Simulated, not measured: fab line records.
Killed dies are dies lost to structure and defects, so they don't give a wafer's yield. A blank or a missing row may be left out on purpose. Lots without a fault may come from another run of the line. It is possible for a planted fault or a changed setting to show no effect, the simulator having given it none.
Matching of chambers :: flow sky130 :: SKY_VIA4_CMP_02 on cmp-02 has 4 sister chambers
The step polishes SiO2. 8 wafers are shown with their chamber, then 9 later ones without.

## EACH WAFER AND ITS CHAMBER
wafer: L198.3
chamber: 3
motor-current-A (A): 11.4

wafer: L199.6
chamber: 0
motor-current-A (A): 13.8

wafer: L202.6
chamber: 3
motor-current-A (A): 10.9

wafer: L212.4
chamber: 1
motor-current-A (A): 13.2

wafer: L212.5
chamber: 2
motor-current-A (A): 10.5

wafer: L213.1
chamber: 1
motor-current-A (A): 13.7

wafer: L213.3
chamber: 0
motor-current-A (A): 13.6

wafer: L213.5
chamber: 2
motor-current-A (A): 11.1

## WAFERS WITH NO CHAMBER GIVEN
wafer: L217.3
motor-current-A (A): 10.9

wafer: L217.4
motor-current-A (A): 13.2

wafer: L217.6
motor-current-A (A): 14.4

wafer: L218.2
motor-current-A (A): 10.6

wafer: L218.3
motor-current-A (A): 13.6

wafer: L218.5
motor-current-A (A): 11.2

wafer: L219.2
motor-current-A (A): 10.8

wafer: L219.3
motor-current-A (A): 10.9

wafer: L219.5
motor-current-A (A): 12.7

## WHICH CHAMBER EACH ONE RAN IN
wafer: L217.3
from the rows above: can't be placed: 2 or 3
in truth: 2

wafer: L217.4
from the rows above: can't be placed: 1 or 0
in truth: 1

wafer: L217.6
from the rows above: can't be placed: 0 or 1
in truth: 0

wafer: L218.2
from the rows above: can't be placed: 2 or 3
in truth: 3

wafer: L218.3
from the rows above: can't be placed: 0 or 1
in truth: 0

wafer: L218.5
from the rows above: can't be placed: 3 or 2
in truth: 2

wafer: L219.2
from the rows above: can't be placed: 2 or 3
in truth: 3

wafer: L219.3
from the rows above: can't be placed: 2 or 3
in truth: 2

wafer: L219.5
from the rows above: can't be placed: 1 or 0
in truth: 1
Correctly placed: 0 of 9. Unplaceable from these rows: 9, with the true chamber sitting among the candidates in 9. Placed wrongly: 0.
How it was worked out, from the rows above alone: a wafer's distance from a chamber is the root of the sum, over the readings, of the square of ((its reading less the chamber's mean) divided by the reading's scatter). If the next closest chamber is less than 2 further off than the closest, the wafer can't be placed; otherwise it belongs to the closest. Each chamber's mean is taken over the wafers shown for it. The scatter is the square root of a quotient: the sum, over the shown wafers, of each reading's squared deviation from its chamber's mean, divided by wafers minus chambers.
